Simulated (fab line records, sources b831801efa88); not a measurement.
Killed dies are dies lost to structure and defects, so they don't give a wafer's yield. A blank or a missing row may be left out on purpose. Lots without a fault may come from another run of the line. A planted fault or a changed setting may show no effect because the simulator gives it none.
Which tool did it? | flow gf180mcu | 13 lots, 37 wafers sampled, at 3 steps of a route of 602

WHAT THE GAUGES READ, wafer by wafer
GF_TOP_METAL_CD_MEAS_14: target cd 440 nm. Usual: cd_nm 440.2 nm, standard deviation 1.9.
lot  | measured     | on        | cd_nm (nm)        | flag
L209 | day 27 22:17 | cd_sem-02 | 442.4 439.4 439.0 |
L210 | day 27 23:22 | cd_sem-01 | 439.2 439.5 440.5 |
L211 | day 28 14:34 | cd_sem-01 | 439.0 436.7 437.0 |
L212 | day 28 18:43 | cd_sem-02 | 439.9 439.7 439.1 |
L213 | day 29 02:52 | cd_sem-01 | 438.3 436.1 434.8 |
L219 | day 31 04:58 | cd_sem-01 | 442.6 443.1       |
L220 | day 31 13:02 | cd_sem-01 | 442.5 442.7       |
L224 | day 32 14:08 | cd_sem-01 | 438.0 437.5 438.3 |
L225 | day 32 16:48 | cd_sem-01 | 441.0 439.9 441.0 |
L226 | day 32 23:16 | cd_sem-01 | 442.4 441.1 440.0 |
L227 | day 33 06:35 | cd_sem-01 | 438.3 437.6 441.0 |
L229 | day 33 17:31 | cd_sem-01 | 441.7 442.9 440.2 |
L232 | day 34 07:24 | cd_sem-02 | 438.7 439.1 439.0 |

GF_PASSIVATION_THK_MEAS_03. Usual: PASSIVATION_CVD_02_THK 700 nm, standard deviation 8.8.
lot  | measured     | on            | PASSIVATION_CVD_02_THK (nm) | flag
L209 | day 27 23:49 | film_metro-04 | 694 701 699                 |
L210 | day 28 00:38 | film_metro-02 | 704 706 703                 |
L211 | day 28 15:55 | film_metro-03 | 692 690 708                 |
L212 | day 28 20:03 | film_metro-02 | 700 696 706                 |
L213 | day 29 04:12 | film_metro-02 | 692 693 696                 |
L219 | day 31 06:16 | film_metro-02 | 700 697                     |
L220 | day 31 14:29 | film_metro-02 | 689 705                     |
L224 | day 32 15:26 | film_metro-04 | 714 714 721                 |
L225 | day 32 18:27 | film_metro-04 | 689 685 703                 |
L226 | day 33 00:45 | film_metro-02 | 701 717 711                 |
L227 | day 33 07:53 | film_metro-03 | 699 703 701                 |
L229 | day 33 18:49 | film_metro-03 | 694 711 706                 |
L232 | day 34 08:43 | film_metro-02 | 694 692 694                 |

WHICH TOOL RAN EACH LOT (tool, then ch and the chambers of the sampled wafers, then the start)
lot  | GF_V5_CVD_23
L209 | cvd_w-01 ch 0,1, day 27 00:56
L210 | cvd_w-02 ch 0,1, day 27 03:05
L211 | cvd_w-02 ch 0,1, day 27 18:49
L212 | cvd_w-02 ch 0,1, day 27 23:35
L213 | cvd_w-02 ch 0,1, day 28 06:43
L219 | cvd_w-02 ch 1, day 30 10:32
L220 | cvd_w-01 ch 0, day 30 18:52
L224 | cvd_w-01 ch 0,1, day 31 20:50
L225 | cvd_w-02 ch 0,1, day 32 00:22
L226 | cvd_w-02 ch 0,1, day 32 06:20
L227 | cvd_w-02 ch 0,1, day 32 14:11
L229 | cvd_w-01 ch 0,1, day 33 00:59
L232 | cvd_w-01 ch 0,1, day 33 16:20
- GF_V5_CVD_23: deposits W, target thk 350 nm, time 104.9 s.

WHAT THE TOOLS THEMSELVES READ (means of the sampled wafers that have a number; where no wafer has one, the mark that the record gives instead)
GF_V5_CVD_23. Usual: heater_power_w 918 W, standard deviation 65.
lot  | tool     | heater_power_w (W) | flag
L209 | cvd_w-01 | 970                |
L210 | cvd_w-02 | 884                |
L211 | cvd_w-02 | 879                |
L212 | cvd_w-02 | 895                |
L213 | cvd_w-02 | 871                |
L219 | cvd_w-02 | 886                |
L220 | cvd_w-01 | 866                |
L224 | cvd_w-01 | 918                |
L225 | cvd_w-02 | 898                |
L226 | cvd_w-02 | 881                |
L227 | cvd_w-02 | 896                |
L229 | cvd_w-01 | 991                |
L232 | cvd_w-01 | 984                |

THE ANSWER, worked out from the rows above alone
Rule: a lot is off if the mean of its wafers that have a number lies more than 3 standard deviations from the usual mean. A lot without any number at a reading at which 4 lots or more have one is off too. The other lots that the step has rows for count as sound. The gauges are gone through in route order, then the tools' own readings, and for those a lot's mean is taken as printed above. The first step at which some lot is off is used, and at that step the reading that is off furthest; a lot without a number counts as furthest.
No lot is off at any reading shown: from this, nothing can be told.

WHAT THE SIMULATOR HAD PUT IN
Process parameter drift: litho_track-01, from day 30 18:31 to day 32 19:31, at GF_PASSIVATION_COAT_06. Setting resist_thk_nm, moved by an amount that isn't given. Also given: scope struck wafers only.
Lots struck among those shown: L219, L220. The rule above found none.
